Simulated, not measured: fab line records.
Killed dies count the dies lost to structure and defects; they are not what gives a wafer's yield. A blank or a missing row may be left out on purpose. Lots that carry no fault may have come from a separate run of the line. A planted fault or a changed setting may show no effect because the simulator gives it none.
What tool caused it? ; flow sky130 ; 14 lots, 42 wafers sampled, at 4 steps of a route of 708

WHAT THE GAUGES SHOWED, per wafer
SKY_SD_N_OVL_MEAS_08.
lot;measured;on;SD_N_OVL (nm)
L652;day 27 21:39;overlay-02;0.6 -0.3 -1.2
L653;day 28 10:37;overlay-02;0.3 0.3 0.8
L654;day 28 19:15;overlay-01;1.3 0.6 1.4
L656;day 28 23:42;overlay-02;-0.1 0.8 0.8
L655;day 29 05:38;overlay-02;1.9 1.4 0.1
L658;day 30 06:30;overlay-02;1.4 1.8 1.2
L662;day 31 12:51;overlay-01;3.7 2.9 4.7
L663;day 31 21:17;overlay-02;-0.2 -1.2 0.8
L668;day 33 14:17;overlay-02;1.5 1.3 3.1
L669;day 33 14:35;overlay-01;1.8 1.5 1.1
L670;day 33 21:46;overlay-01;2.4 2.1 2.6
L671;day 34 10:40;overlay-01;0.2 2.1 1.2
L672;day 34 23:08;overlay-02;-0.8 -0.7 -0.5
L674;day 35 10:18;overlay-01;0.5 0.2 1.5

SKY_CONTACT_OVL_MEAS_15.
lot;measured;on;CONTACT_OVL (nm)
L652;day 31 13:55;overlay-01;9 6 10
L653;day 32 03:37;overlay-02;7 4 8
L654;day 32 10:33;overlay-02;-14 -10 -1
L656;day 32 14:49;overlay-02;-4 -7 0
L655;day 32 20:16;overlay-01;-2 1 2
L658;day 33 20:49;overlay-01;-3 -3 -4
L662;day 35 02:30;overlay-02;-8 0 -11
L663;day 35 09:06;overlay-01;0 3 0
L668;day 37 01:21;overlay-01;7 2 5
L669;day 37 01:54;overlay-02;-5 -6 -4
L670;day 37 09:37;overlay-01;-2 2 2
L671;day 37 20:24;overlay-02;0 -4 -1
L672;day 38 09:57;overlay-01;12 7 4
L674;day 38 19:06;overlay-02;7 -2 8

WHAT TOOL EACH LOT RAN ON (gives the tool, then ch and the chambers of the sampled wafers, and finally the start)
lot;SKY_LDD_LDN_DEVELOP_06;SKY_LOCAL_INTERCONNECT_ETCH_13
L652;lithoTrack-04 ch 0, day 22 20:38;rieMetal-03 ch 0, day 30 08:55
L653;lithoTrack-03 ch 0, day 23 11:28;rieMetal-01 ch 0,1, day 30 22:10
L654;lithoTrack-01 ch 0, day 23 20:29;rieMetal-04 ch 0,1, day 31 05:44
L656;lithoTrack-01 ch 0, day 24 01:48;rieMetal-03 ch 0,1, day 31 09:42
L655;lithoTrack-01 ch 0, day 24 07:45;rieMetal-04 ch 1, day 31 15:50
L658;lithoTrack-01 ch 0, day 25 09:38;rieMetal-03 ch 0,1, day 32 16:58
L662;lithoTrack-03, day 26 16:44;rieMetal-04 ch 0, day 33 22:08
L663;lithoTrack-01, day 27 02:03;rieMetal-03 ch 0,1, day 34 05:07
L668;lithoTrack-01 ch 0, day 28 20:26;rieMetal-01 ch 0,1, day 35 22:28
L669;lithoTrack-03 ch 0, day 28 21:47;rieMetal-03 ch 0, day 35 22:36
L670;lithoTrack-04 ch 0, day 29 04:47;rieMetal-03 ch 0, day 36 06:43
L671;lithoTrack-04 ch 0, day 29 15:26;rieMetal-03 ch 0,1, day 36 18:33
L672;lithoTrack-01 ch 0, day 30 07:44;rieMetal-03 ch 1, day 37 07:34
L674;lithoTrack-03 ch 0, day 30 20:47;rieMetal-03 ch 1, day 37 16:35
- SKY_LDD_LDN_DEVELOP_06: develop time 60 s.
- SKY_LOCAL_INTERCONNECT_ETCH_13: etches BARC in N2/H2, stops on SiO2, time 45.9 s, target depth 60 nm.

WHAT THE TOOLS THEMSELVES READ (means of the sampled wafers that have a number; where no wafer has one, the mark that the record gives instead)
SKY_LDD_LDN_DEVELOP_06.
lot;tool;chillPlateTempC (C)
L652;lithoTrack-04;22.90
L653;lithoTrack-03;22.86
L654;lithoTrack-01;23.01
L656;lithoTrack-01;22.83
L655;lithoTrack-01;22.86
L658;lithoTrack-01;22.95
L662;lithoTrack-03;-
L663;lithoTrack-01;-
L668;lithoTrack-01;23.16
L669;lithoTrack-03;23.00
L670;lithoTrack-04;23.05
L671;lithoTrack-04;22.99
L672;lithoTrack-01;23.08
L674;lithoTrack-03;22.93

SKY_LOCAL_INTERCONNECT_ETCH_13.
lot;tool;biasW (W);chamberPressureMTorr (mTorr);drypumpMotorCurrentA (A);oesProductAu (a.u.);throttleValvePct (%)
L652;rieMetal-03;99.69;29.972;5.4;0.852;13.215
L653;rieMetal-01;99.86;29.999;6.0;0.855;13.223
L654;rieMetal-04;99.77;29.999;5.6;0.855;13.226
L656;rieMetal-03;100.06;30.015;6.3;0.854;13.229
L655;rieMetal-04;100.42;30.005;6.0;0.854;13.228
L658;rieMetal-03;100.05;29.985;5.8;0.857;13.226
L662;rieMetal-04;100.07;29.968;5.4;0.857;13.222
L663;rieMetal-03;100.18;30.003;5.8;0.860;13.217
L668;rieMetal-01;100.02;29.998;6.0;0.858;13.227
L669;rieMetal-03;99.89;30.000;5.4;0.856;13.219
L670;rieMetal-03;100.01;29.999;5.4;0.850;13.227
L671;rieMetal-03;99.87;29.995;6.2;0.855;13.227
L672;rieMetal-03;99.64;30.015;6.7;0.854;13.220
L674;rieMetal-03;99.62;30.000;6.7;0.855;13.230

THE ANSWER, worked out from the rows above alone
Rule: the usual values come from the lots themselves. Put in order of their means at a reading, lots are off if they are a third of the lots or fewer, leave a main group of 4 or more, and stand apart from it by a gap of 3 or more times the standard deviation of the main group's means; of several such gaps the widest counts. The tables above print the reading to a certain number of digits; a main group whose means all agree to those digits is not used. Also off: a lot with no number at a reading for which 4 or more lots have one. All remaining lots with rows at the step are treated as sound. Order of review: gauges by route order, followed by the tools' own readings, for which a lot's mean as printed above is used. At the first step where some lot is off, the reading lying furthest off is the one used; lots without a number count as furthest.
Off: L662, L663, at SKY_LDD_LDN_DEVELOP_06 (chillPlateTempC). Without a number there: L662, L663. For the main group the mean is 22.97 C and the standard deviation 0.095.
If a tool, at that step or one of the process steps before it, ran each lot that is off and ran no sound lot following the first of them, it fits. No candidate that was tried fits.

WHAT WAS PUT IN BY THE SIMULATOR
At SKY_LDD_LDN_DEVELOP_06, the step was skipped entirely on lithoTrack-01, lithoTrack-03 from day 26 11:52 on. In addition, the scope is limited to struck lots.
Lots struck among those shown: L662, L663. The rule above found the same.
